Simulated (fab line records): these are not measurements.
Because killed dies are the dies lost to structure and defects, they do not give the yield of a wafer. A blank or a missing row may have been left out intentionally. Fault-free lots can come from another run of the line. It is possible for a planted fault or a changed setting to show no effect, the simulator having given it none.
fab line records | flow sky130
record lots=6 wafers=18 last-day=50
route steps=708 shown PWDE@54 NWELL@56 PAD_OPEN@708
lots that met no fault: taken from a fault-free run of the same line
start-h: start of the lot's first displayed wafer, in hours after the record's first day | wait-h: hours elapsed since this lot's preceding step | " identical to the entry in the row above | L1.1+2: one row covering several wafers at once | - either no value or no given start | * or withheld: withheld | < > ~ a bound
route shown NAME@n: a module of which the file shows steps, and the number in the route of the first | usual: mean/standard deviation taken from wafers without a fault | same: alike in all rows | chamber/n: place in a boat | sites: each site's reading | _std_site: the values' standard deviation | _edge_site: outer sites' mean less inner sites' | radius-mm: how far each site lies from the wafer's centre | mask NAME#n: copy n | behind: the tool/chamber that last shaped the wafer | hold: what put the lot on hold/how long, in hours/how the hold closed | device: whichever transistor did not switch (one of n, p or np) | end of line: the route-end tests of the same wafers | a step given without rows: its recipe and nothing more | killed: not the wafer's yield, but the dies lost to structure and defects at the first sort | map: the dies of a wafer, with x for killed, . for not killed, _ for no die there
set.NAME: the setting the step ran with; set.NAME@STEP: the setting that earlier step ran with | model.NAME: the simulator's own value behind a step, which no gauge read
a table for each step, a row for each wafer; lots at some steps of the route
services: the hour from which a tool's chamber was out of use, counted from the record's first day as start-h (under 0 if before that day), plus the number of hours and why
## steps
# step SKY_PWDE_STRIP_09
# recipe chemistry=O2/N2 power-w=1400 pressure-mtorr=1500 platen-temp-c=withheld o2-flow-sccm=3000 n2-flow-sccm=300 overash-fraction=0.5
# usual drypump-motor-current-A=5.8/0.36 oes-product-au=0.722/0.0045 strip-time-to-endpoint-s=36.92/0.09
# columns lot.wafer tool chamber start-h wait-h drypump-motor-current-A oes-product-au rf-hours-counter-h strip-time-to-endpoint-s
L531.1 plasma-asher-04 1 95.83 0.1 5.9 0.718 41 36.84
L531.5 " 1 " " 5.9 0.720 - 36.84
L531.6 " 0 " " 6.2 0.723 - 36.79
L535.1 plasma-asher-03 1 120.28 0.1 6.0 0.717 43 36.88
L535.3 " 1 " " 6.0 0.715 - 36.94
L535.5 " 0 " " 5.6 0.717 - 36.85
L539.1 plasma-asher-03 0 143.28 0.1 5.6 0.723 46 36.99
L539.2 " 1 " " 6.0 0.717 46 37.07
L539.5 " 0 " " 5.6 0.722 - 37.07
L545.1 plasma-asher-01 1 173.73 0.1 5.1 0.720 34 36.97
L545.2 " 0 " " 5.8 0.723 34 36.80
L545.3 " 0 " " 5.7 0.717 - 36.95
L547.1 plasma-asher-04 0 186.58 0.1 6.3 0.730 51 36.90
L547.2 " 1 " " 5.9 0.718 51 36.92
L547.6 " 1 " " 5.9 0.716 - 37.05
L548.1 plasma-asher-03 1 189.81 0.1 6.1 0.720 51 36.94
L548.2 " 0 " " 5.6 0.714 51 36.91
L548.3 " 0 " " 5.6 0.729 - 36.80
# step SKY_PWDE_TW_MEAS_10
# usual PWDE_TW=369/3.2
# columns lot.wafer tool chamber start-h wait-h PWDE_TW
L531.1 film-metro-01 - 95.93 0.1 372
L531.5 " - " " 373
L531.6 " - " " 375
L535.1 film-metro-01 - 120.38 0.1 372
L535.3 " - " " 373
L535.5 " - " " 373
L539.1 film-metro-01 - 143.38 0.1 373
L539.2 " - " " 371
L539.5 " - " " 371
L545.1 film-metro-04 - 173.83 0.1 369
L545.2 " - " " 369
L545.3 " - " " 367
L547.1 film-metro-02 - 186.68 0.1 367
L547.2 " - " " 367
L547.6 " - " " 369
L548.1 film-metro-01 - 189.91 0.1 375
L548.2 " - " " 374
L548.3 " - " " 373
# step SKY_NWELL_DEHYDRATE_03
# recipe temp-c=200 time-s=60
# step SKY_NWELL_HMDS_04
# recipe prime-time-s=60 prime-temp-c=120
# step SKY_NWELL_COAT_05
# recipe spin-rpm=2000 resist-thk-nm=3000
# step SKY_NWELL_SOFTBAKE_06
# recipe temp-c=110 time-s=withheld
# step SKY_NWELL_EXPOSE_07
# recipe mask-id=NWM na=0.6 source-shape=conventional sigma-outer=0.6 polarization=unpolarized target-cd-nm=840 dose-mj=255
# step SKY_NWELL_PEB_08
# recipe temp-c=115 time-s=withheld
# step SKY_NWELL_DEVELOP_09
# recipe wall-angle-deg=90 developer=TMAH develop-time-s=60 dev-temp-c=23
# step SKY_NWELL_OVL_MEAS_10
# usual NWELL_00_OVL=0.5/1.2
# columns lot.wafer tool chamber start-h wait-h NWELL_00_OVL[nm]
L531.1 overlay-02 - 114.19 - -1.1
L531.5 " - " " 1.5
L531.6 " - " " 0.1
L535.1 overlay-02 - 139.54 - 0.2
L535.3 " - " " 0.1
L535.5 " - " " 1.0
L539.1 overlay-01 - 163.54 - 0.1
L539.2 " - " " -1.1
L539.5 " - " " 2.3
L545.1 overlay-02 - 194.34 - -0.6
L545.2 " - " " 0.6
L545.3 " - " " 0.3
L547.1 overlay-02 - 207.89 - -0.4
L547.2 " - " " 0.4
L547.6 " - " " 1.3
L548.1 overlay-02 - 211.44 - 0.9
L548.2 " - " " 0.2
L548.3 " - " " 2.6
# step SKY_NWELL_IMPLANT_11
# recipe species=P energy-kev=400 dose-cm2=1.9e+13 tilt-deg=withheld
# step SKY_NWELL_IMPLANT_12
# recipe species=P energy-kev=120 dose-cm2=1.3e+12 tilt-deg=withheld
# step SKY_NWELL_IMPLANT_13
# recipe species=P energy-kev=50 dose-cm2=7e+11 tilt-deg=withheld
# usual dose-ions-cm2=6.997e+11/7.3e+08 faraday-current-uA=3.94/0.077
# columns lot.wafer tool chamber start-h wait-h dose-ions-cm2 faraday-current-uA
L531.1 implanter-02 0 114.53 0.1 6.985e+11 3.90
L531.5 " 0 " " 6.991e+11 3.90
L531.6 " 0 " " 7e+11 3.91
L535.1 implanter-02 0 139.88 0.1 6.999e+11 3.89
L535.3 " 0 " " 7.002e+11 4.08
L535.5 " 0 " " 6.997e+11 4.11
L539.1 implanter-04 0 163.88 0.1 6.986e+11 3.88
L539.2 " 0 " " 7.008e+11 3.95
L539.5 " 0 " " 6.988e+11 4.00
L545.1 implanter-04 0 194.68 0.1 9.859e+11 5.74
L545.2 " 0 " " 9.873e+11 5.57
L545.3 " 0 " " 9.872e+11 5.55
L547.1 implanter-03 0 208.23 0.1 7.004e+11 3.87
L547.2 " 0 " " 7.006e+11 4.04
L547.6 " 0 " " 7.007e+11 3.99
L548.1 implanter-04 0 211.78 0.1 9.851e+11 5.55
L548.2 " 0 " " 9.866e+11 5.62
L548.3 " 0 " " 9.866e+11 5.49
# step SKY_NWELL_STRIP_14
# recipe chemistry=O2/N2 power-w=1400 pressure-mtorr=1500 platen-temp-c=withheld o2-flow-sccm=3000 n2-flow-sccm=300 overash-fraction=0.5
# usual drypump-motor-current-A=5.92/0.28 oes-product-au=0.723/0.0046 strip-time-to-endpoint-s=36.93/0.095
# columns lot.wafer tool chamber start-h wait-h drypump-motor-current-A oes-product-au rf-hours-counter-h strip-time-to-endpoint-s
L531.1 plasma-asher-04 0 114.68 0.1 6.26 0.728 42 36.92
L531.5 " 0 " " 6.25 0.715 - 36.71
L531.6 " 1 " " 5.94 0.721 - 36.91
L535.1 plasma-asher-04 1 140.03 0.1 5.94 0.721 45 36.89
L535.3 " 0 " " 6.24 0.726 - 36.86
L535.5 " 0 " " 6.24 0.719 - 36.82
L539.1 plasma-asher-04 0 164.03 0.1 6.23 0.725 48 36.81
L539.2 " 1 " " 5.92 0.727 48 36.77
L539.5 " 1 " " 5.91 0.723 - 36.85
L545.1 plasma-asher-02 0 194.83 0.1 5.49 0.719 8 36.93
L545.2 " 1 " " 6.15 0.725 8 37.00
L545.3 " 1 " " 6.17 0.717 - 36.93
L547.1 plasma-asher-02 0 208.38 0.1 5.49 0.720 9 37.20
L547.2 " 1 " " 6.18 0.727 9 37.02
L547.6 " 1 " " 6.17 0.725 - 37.05
L548.1 plasma-asher-03 1 211.93 0.1 6.05 0.713 53 36.86
L548.2 " 0 " " 5.53 0.717 53 36.79
L548.3 " 0 " " 5.56 0.719 - 36.86
# step SKY_NWELL_TW_MEAS_15
# usual NWELL_TW=1796/14
# columns lot.wafer tool chamber start-h wait-h NWELL_TW
L531.1 film-metro-02 - 114.78 0.1 1778
L531.5 " - " " 1787
L531.6 " - " " 1787
L535.1 film-metro-02 - 140.13 0.1 1770
L535.3 " - " " 1772
L535.5 " - " " 1778
L539.1 film-metro-02 - 164.13 0.1 1770
L539.2 " - " " 1773
L539.5 " - " " 1781
L545.1 film-metro-04 - 194.93 0.1 1794
L545.2 " - " " 1785
L545.3 " - " " 1796
L547.1 film-metro-04 - 208.48 0.1 1780
L547.2 " - " " 1791
L547.6 " - " " 1788
L548.1 film-metro-01 - 212.03 0.1 1820
L548.2 " - " " 1827
L548.3 " - " " 1830
# step SKY_NWELL_DEHYDRATE_16
# recipe temp-c=200 time-s=60
# step SKY_NWELL_HMDS_17
# recipe prime-time-s=60 prime-temp-c=120
# step SKY_NWELL_COAT_18
# recipe spin-rpm=2000 resist-thk-nm=3000
# step SKY_NWELL_SOFTBAKE_19
# recipe temp-c=110 time-s=withheld
# step SKY_NWELL_EXPOSE_20
# recipe mask-id=NWM_COMPLEMENT na=0.6 source-shape=conventional sigma-outer=0.6 polarization=unpolarized target-cd-nm=840 dose-mj=260
# step SKY_NWELL_PEB_21
# recipe temp-c=115 time-s=withheld
# step SKY_NWELL_DEVELOP_22
# recipe wall-angle-deg=90 developer=TMAH develop-time-s=60 dev-temp-c=23
# step SKY_NWELL_OVL_MEAS_23
# usual NWELL_01_OVL=-0.1/1.4
# columns lot.wafer tool chamber start-h wait-h NWELL_01_OVL[nm]
L531.1 overlay-01 - 133.56 - 0.1
L531.5 " - " " 1.1
L531.6 " - " " 1.2
L535.1 overlay-02 - 160.29 - 1.1
L535.3 " - " " 0.7
L535.5 " - " " 1.5
L539.1 overlay-02 - 184.34 - -1.1
L539.2 " - " " -1.5
L539.5 " - " " -1.4
L545.1 overlay-02 - 216.56 - 0.4
L545.2 " - " " 0.0
L545.3 " - " " 0.4
L547.1 overlay-01 - 230.39 - -0.9
L547.2 " - " " -0.3
L547.6 " - " " -0.3
L548.1 overlay-01 - 234.44 - 2.0
L548.2 " - " " -1.3
L548.3 " - " " 0.8
# step SKY_NWELL_IMPLANT_24
# recipe species=B energy-kev=140 dose-cm2=9.2e+12 tilt-deg=withheld
# step SKY_NWELL_STRIP_25
# recipe chemistry=O2/N2 power-w=1400 pressure-mtorr=1500 platen-temp-c=withheld o2-flow-sccm=3000 n2-flow-sccm=300 overash-fraction=0.5
# usual drypump-motor-current-A=5.90/0.27 oes-product-au=0.722/0.0046 strip-time-to-endpoint-s=36.90/0.1
# columns lot.wafer tool chamber start-h wait-h drypump-motor-current-A oes-product-au rf-hours-counter-h strip-time-to-endpoint-s
L531.1 plasma-asher-04 0 133.75 0.1 6.25 0.719 44 36.81
L531.5 " 0 " " 6.25 0.719 - 36.77
L531.6 " 1 " " 5.92 0.717 - 36.79
L535.1 plasma-asher-04 1 160.48 0.1 5.94 0.725 48 36.94
L535.3 " 0 " " 6.24 0.726 - 36.92
L535.5 " 0 " " 6.25 0.723 - 36.94
L539.1 plasma-asher-03 1 184.53 0.1 6.05 0.724 50 36.79
L539.2 " 0 " " 5.53 0.726 50 36.68
L539.5 " 1 " " 6.05 0.725 - 36.87
L545.1 plasma-asher-03 1 216.75 0.1 6.03 0.728 53 36.90
L545.2 " 0 " " 5.59 0.726 53 36.90
L545.3 " 1 " " 6.07 0.718 - 36.96
L547.1 plasma-asher-03 0 230.58 0.1 5.52 0.724 55 36.99
L547.2 " 1 " " 6.00 0.717 55 36.98
L547.6 " 0 " " 5.52 0.724 - 36.93
L548.1 plasma-asher-02 1 234.63 0.1 6.17 0.722 11 36.70
L548.2 " 0 " " 5.50 0.721 11 36.69
L548.3 " 1 " " 6.16 0.720 - 36.83
# step SKY_NWELL_TW_MEAS_26
# usual NWELL_2_TW=490/3.9
# columns lot.wafer tool chamber start-h wait-h NWELL_2_TW
L531.1 film-metro-04 - 133.85 0.1 491
L531.5 " - " " 492
L531.6 " - " " 492
L535.1 film-metro-02 - 160.58 0.1 488
L535.3 " - " " 486
L535.5 " - " " 481
L539.1 film-metro-02 - 184.63 0.1 487
L539.2 " - " " 485
L539.5 " - " " 486
L545.1 film-metro-04 - 216.85 0.1 490
L545.2 " - " " 489
L545.3 " - " " 490
L547.1 film-metro-01 - 230.68 0.1 495
L547.2 " - " " 494
L547.6 " - " " 493
L548.1 film-metro-02 - 234.73 0.1 487
L548.2 " - " " 484
L548.3 " - " " 484
# step SKY_NWELL_CLEAN_27
# recipe chemistry=SC1/SC2 mix=1:4:20 temp-c=70 time-s=150 dry=n2-spin
# step SKY_NWELL_RTA_28
# recipe temp-c=1050 time-s=30 idle-temp-c=650 ramp-up-c-per-s=150 ramp-down-c-per-s=90 ambient=N2
# usual lamp-power-pct=25.31/0.056 wafer_temp_C_max=1054.9/0.99
# columns lot.wafer tool chamber start-h wait-h lamp-power-pct wafer_temp_C_max
L531.1 rtp-anneal-02 0 133.96 0.0 25.30 1055.1
L531.5 " 0 " " 25.26 1056.7
L531.6 " 0 " " 25.37 1054.9
L535.1 rtp-anneal-01 0 160.69 0.0 25.29 1054.1
L535.3 " 0 " " 25.34 1055.9
L535.5 " 0 " " 25.33 1055.2
L539.1 rtp-anneal-02 0 184.74 0.0 25.39 1055.2
L539.2 " 0 " " 25.31 1055.5
L539.5 " 0 " " 25.34 1054.3
L545.1 rtp-anneal-02 0 216.96 0.0 25.30 1056.6
L545.2 " 0 " " 25.34 1056.1
L545.3 " 0 " " 25.35 1053.2
L547.1 rtp-anneal-01 0 230.79 0.0 25.39 1054.6
L547.2 " 0 " " 25.32 1054.6
L547.6 " 0 " " 25.27 1053.6
L548.1 rtp-anneal-02 0 234.84 0.0 25.38 1054.3
L548.2 " 0 " " 25.32 1053.9
L548.3 " 0 " " 25.25 1055.0
# step SKY_NWELL_RS_MEAS_29
# recipe thk-meas-gauge=four-point-probe
# usual NWELL_RS=625.0/1.6
# columns lot.wafer tool chamber start-h wait-h hold NWELL_RS[ohm/sq]
L531.1 film-metro-04 - 134.16 0.2 - 627.2
L531.5 " - " " - 625.1
L531.6 " - " " - 625.4
L535.1 film-metro-02 - 160.79 0.1 - 626.6
L535.3 " - " " - 625.2
L535.5 " - " " - 628.6
L539.1 film-metro-04 - 184.84 0.1 - 626.6
L539.2 " - " " - 625.4
L539.5 " - " " - 624.2
L545.1 film-metro-01 - 217.06 0.1 await-dispo/0.2h/release 619.7
L545.2 " - " " await-dispo/0.2h/release 617.8
L545.3 " - " " await-dispo/0.2h/release 617.1
L545.1 film-metro-01 - 217.42 0.3 - 620.0
L545.2 " - " " - 617.6
L545.3 " - " " - 618.4
L547.1 film-metro-04 - 230.89 0.1 - 624.4
L547.2 " - " " - 625.2
L547.6 " - " " - 625.3
L548.1 film-metro-01 - 234.94 0.1 await-dispo/0.2h/release 615.7
L548.2 " - " " await-dispo/0.2h/release 614.9
L548.3 " - " " await-dispo/0.2h/release 614.4
L548.1 film-metro-01 - 235.30 0.3 - 615.2
L548.2 " - " " - 614.5
L548.3 " - " " - 616.5
# step SKY_PAD_OPEN_PROBE_99
# usual killed_at_M0_to_M3=43/6.7 killed_at_M4_up=3.0/1.9 killed-at-contacts=25/5.4 killed-at-front-end=16/4.5 killed-at-other=0.4/0.62 killed-dies=87/9.6 killed-open=47/7 killed-short=39/6.1
# same gross-dies=492 killed-at-back-side=0
# columns lot.wafer tool chamber start-h wait-h killed_at_M0_to_M3 killed_at_M4_up killed-at-contacts killed-at-front-end killed-at-other killed-dies killed-open killed-short model.etest.pfet-g5v0d10v5.r-on-ohm-um model.etest.tip_p_5v.rs-ohm-sq model.etest.pfet-g5v0d10v5.drive-ua-um model.etest.pfet_01v8_lvt.drive-ua-um model.etest.pfet_16v.drive-ua-um model.etest.pfet_01v8_lvt.off-log10-a-um model.etest.pfet-g5v0d10v5.off-log10-a-um model.etest.ring_5v.delay-ps
L531.1 prober-02 - 1104.36 0.1 41 3 24 16 2 86 44 41 4759 2847 339 176.2 247.1 -8.944 -12.76 45.06
L531.5 prober-02 - 1104.56 0.2 50 1 29 16 1 97 54 42 4743 2861 340.3 173.1 244.9 -9.054 -12.64 44.99
L531.6 prober-02 - 1104.61 0.2 43 1 16 13 2 75 45 30 4687 2842 345.6 175.1 247.2 -8.774 -12.65 44.21
L535.1 prober-02 - 1131.41 0.1 42 1 22 8 1 74 39 33 4665 2794 348.1 178.5 253.6 -8.368 -11.98 44.37
L535.3 prober-02 - 1131.51 0.2 39 3 20 16 2 80 47 30 4718 2806 345.8 177.7 248.4 -8.585 -12.11 44.57
L535.5 prober-02 - 1131.61 0.2 30 7 24 11 1 73 38 33 4711 2788 345.8 177.6 257.6 -8.484 -12.12 45
L539.1 prober-02 - 1151.68 0.1 50 8 26 14 0 98 51 45 4797 2814 339.3 173.3 249.5 -8.973 -12.42 45.01
L539.2 prober-02 - 1151.73 0.1 43 7 24 13 0 87 43 44 4781 2832 337.9 171.9 252.3 -8.874 -12.38 44.88
L539.5 prober-02 - 1151.88 0.2 44 3 21 8 1 77 45 32 4756 2818 343.9 172.3 250.5 -8.806 -12.41 44.54
L545.1 prober-01 - 1189.61 0.1 44 4 34 15 0 97 52 44 4965 2885 324.6 163.4 236.8 -10.18 -13.68 46.16
L545.2 prober-01 - 1189.66 0.1 42 3 28 7 0 80 37 43 4912 2898 331.3 163.4 239.8 -10.05 -13.28 45.38
L545.3 prober-01 - 1189.71 0.2 38 4 33 16 1 92 48 44 4948 2898 322 164.5 241.2 -9.839 -13.64 45.9
L547.1 prober-02 - 1191.11 0.1 40 1 31 20 1 93 56 37 4829 2872 338.2 176.2 248.1 -8.538 -12.45 45.18
L547.2 prober-02 - 1191.16 0.1 34 2 18 16 0 70 37 33 4820 2850 334.2 173.3 245.8 -8.593 -12.18 44.74
L547.6 prober-02 - 1191.36 0.2 36 0 27 25 0 88 49 39 4785 2857 341.7 175.8 248.6 -8.496 -12.32 44.65
L548.1 prober-01 - 1194.04 0.1 42 4 32 14 0 92 44 47 4943 2928 327 164.6 241.1 -10.05 -13.57 45.55
L548.2 prober-01 - 1194.09 0.1 31 2 17 14 1 65 30 35 4858 2927 332.4 163.7 242 -10.25 -13.66 44.31
L548.3 prober-01 - 1194.14 0.2 36 9 16 16 0 77 38 39 4914 2932 325.1 162 240 -10.05 -13.62 44.92
# killed by level:class
L531.1 VIA1:geometric-particle:open=10 LOCAL_INTERCONNECT:geometric-particle:short=6 CONTACT:geometric-particle:open=6 CONTACT:geometric-particle:short=6 VIA2:geometric-particle:open=6 LI_CONTACT:geometric-particle:open=5 VIA3:geometric-particle:open=5 VIA1:geometric-particle:short=5
L531.5 VIA1:geometric-particle:open=12 CONTACT:geometric-particle:open=8 VIA3:geometric-particle:open=8 LOCAL_INTERCONNECT:geometric-particle:short=7 VIA1:geometric-particle:short=5 METAL2:geometric-particle:short=5 LI_CONTACT:geometric-particle:short=4 LI_CONTACT:geometric-particle:open=4
L531.6 VIA1:geometric-particle:open=12 VIA3:geometric-particle:open=7 VIA2:geometric-particle:open=6 FIELD_ISO:geometric-particle:open=5 LOCAL_INTERCONNECT:geometric-particle:short=5 VIA1:geometric-particle:short=5 LI_CONTACT:geometric-particle:open=4 CONTACT:geometric-particle:open=4
L535.1 CONTACT:geometric-particle:open=8 VIA1:geometric-particle:short=7 VIA1:geometric-particle:open=7 VIA3:geometric-particle:open=7 LI_CONTACT:geometric-particle:open=6 LOCAL_INTERCONNECT:geometric-particle:short=5 VIA2:geometric-particle:open=5 METAL1:geometric-particle:short=4
L535.3 VIA1:geometric-particle:open=12 CONTACT:geometric-particle:open=8 VIA3:geometric-particle:open=8 VIA2:geometric-particle:open=6 FIELD_ISO:geometric-particle:open=4 LOCAL_INTERCONNECT:geometric-particle:short=4 VIA1:geometric-particle:short=4 FIELD_ISO:geometric-particle:short=3
L535.5 CONTACT:geometric-particle:short=9 VIA1:geometric-particle:open=8 CONTACT:geometric-particle:open=7 FIELD_ISO:geometric-particle:open=4 VIA1:geometric-particle:short=4 VIA2:geometric-particle:open=4 LI_CONTACT:geometric-particle:open=3 LOCAL_INTERCONNECT:geometric-particle:short=3
L539.1 VIA1:geometric-particle:open=13 CONTACT:geometric-particle:open=9 CONTACT:geometric-particle:short=8 VIA2:geometric-particle:open=8 VIA1:geometric-particle:short=5 VIA3:geometric-particle:open=5 METAL4:geometric-particle:short=5 FIELD_ISO:geometric-particle:open=4
L539.2 LI_CONTACT:geometric-particle:open=12 VIA3:geometric-particle:open=8 VIA1:geometric-particle:short=7 VIA2:geometric-particle:short=5 VIA2:geometric-particle:open=5 METAL4:geometric-particle:short=5 VIA1:geometric-particle:open=4 METAL2:geometric-particle:short=4
L539.5 CONTACT:geometric-particle:open=11 VIA1:geometric-particle:open=10 VIA2:geometric-particle:open=8 LI_CONTACT:geometric-particle:open=4 VIA1:geometric-particle:short=4 VIA2:geometric-particle:short=4 VIA3:geometric-particle:open=4 CONTACT:geometric-particle:short=3
L545.1 CONTACT:geometric-particle:open=12 VIA1:geometric-particle:open=9 VIA3:geometric-particle:open=9 LI_CONTACT:geometric-particle:open=7 LOCAL_INTERCONNECT:geometric-particle:short=7 METAL1:geometric-particle:short=5 LI_CONTACT:geometric-particle:short=4 CONTACT:geometric-particle:short=4
L545.2 VIA1:geometric-particle:open=10 METAL2:geometric-particle:short=7 LI_CONTACT:geometric-particle:open=7 CONTACT:geometric-particle:short=6 METAL1:geometric-particle:short=6 VIA2:geometric-particle:open=6 LI_CONTACT:geometric-particle:short=5 LOCAL_INTERCONNECT:geometric-particle:short=5
L545.3 CONTACT:geometric-particle:open=12 VIA1:geometric-particle:open=10 CONTACT:geometric-particle:short=8 FIELD_ISO:geometric-particle:open=5 LI_CONTACT:geometric-particle:open=5 FIELD_ISO:geometric-particle:short=5 VIA2:geometric-particle:short=5 METAL2:geometric-particle:short=4
L547.1 CONTACT:geometric-particle:open=13 VIA1:geometric-particle:open=12 FIELD_ISO:geometric-particle:open=6 VIA2:geometric-particle:open=6 VIA3:geometric-particle:open=6 LI_CONTACT:geometric-particle:short=5 VIA1:geometric-particle:short=5 FIELD_ISO:geometric-particle:short=4
L547.2 VIA1:geometric-particle:open=8 CONTACT:geometric-particle:open=7 METAL1:geometric-particle:short=6 FIELD_ISO:geometric-particle:short=5 LOCAL_INTERCONNECT:geometric-particle:short=5 FIELD_ISO:geometric-particle:open=4 VIA1:geometric-particle:short=4 VIA3:geometric-particle:open=4
L547.6 CONTACT:geometric-particle:open=11 POLY_GATE:geometric-particle:open=8 VIA1:geometric-particle:short=7 CONTACT:geometric-particle:short=6 VIA1:geometric-particle:open=6 VIA3:geometric-particle:open=6 FIELD_ISO:geometric-particle:open=5 METAL2:geometric-particle:short=5
L548.1 CONTACT:geometric-particle:open=10 LI_CONTACT:geometric-particle:open=9 VIA1:geometric-particle:open=6 METAL2:geometric-particle:short=6 VIA2:geometric-particle:open=6 VIA1:geometric-particle:short=5 FIELD_ISO:geometric-particle:short=4 POLY_GATE:geometric-particle:short=4
L548.2 FIELD_ISO:geometric-particle:short=8 METAL2:geometric-particle:short=8 LI_CONTACT:geometric-particle:open=6 CONTACT:geometric-particle:open=6 VIA1:geometric-particle:open=5 VIA2:geometric-particle:short=3 CONTACT:geometric-particle:short=3 METAL1:geometric-particle:short=3
L548.3 VIA1:geometric-particle:open=7 METAL4:geometric-particle:short=7 FIELD_ISO:geometric-particle:open=6 METAL1:geometric-particle:short=6 LI_CONTACT:geometric-particle:open=5 VIA2:geometric-particle:open=5 POLY_GATE:geometric-particle:short=4 CONTACT:geometric-particle:open=4
## services
# columns tool chamber start-h hours kind
plasma-asher-02 - 108.75 9.0 pm
plasma-asher-02 0 108.75 9.0 vent-cycle
plasma-asher-02 1 108.75 9.0 vent-cycle
plasma-asher-02 0 117.75 - clean
plasma-asher-02 1 117.75 - clean
plasma-asher-03 - 122.20 0.8 repair
plasma-asher-01 - 133.71 17.2 pm
implanter-04 - 134.32 3.7 pm
implanter-03 - 151.66 4.1 pm
plasma-asher-02 - 158.44 6.1 repair
plasma-asher-02 - 159.31 2.5 repair
implanter-03 - 170.66 1.7 repair
plasma-asher-04 - 186.73 5.8 repair
plasma-asher-02 - 203.66 2.8 pm
implanter-03 - 211.46 4.1 pm
implanter-02 - 216.04 1.7 repair
implanter-02 - 216.10 1.3 repair
implanter-03 - 219.24 5.8 repair
## key
first-sign step=SKY_NWELL_IMPLANT_13 reading=dose-ions-cm2 direction=up sigmas=99+ usual=* struck=*
effect step=SKY_NWELL_IMPLANT_13 reading=faraday-current-uA direction=up sigmas=21 usual=3.94 struck=5.58
effect step=SKY_NWELL_RS_MEAS_29 reading=visit direction=added
effect step=SKY_NWELL_RS_MEAS_29 reading=NWELL_RS direction=down sigmas=5.2 usual=625.0 struck=616.6
model-effect step=SKY_PAD_OPEN_PROBE_99 value=etest.pfet-g5v0d10v5.r-on-ohm-um without=4756 struck=4924
met-at SKY_NWELL_IMPLANT_13
struck-wafers L545.1,L545.2,L545.3,L548.1,L548.2,L548.3
tester-left-out L545,L548
onset-between 163.88 194.68
fault kind=process-parameter-drift tool=implanter-04 chamber=- onset-h=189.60 steps=SKY_NWELL_IMPLANT_13 channel=dose-cm2 offset=* shape=step end-h=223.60 acts-in=* stated=*
# tester-left-out: of these lots the tester's yield and bins aren't shown, on N5 and GAA mostly nor the transistor test; their killed dies are dies lost to structure and defects alone, not to doping, threshold or leakage, so they don't give the yield
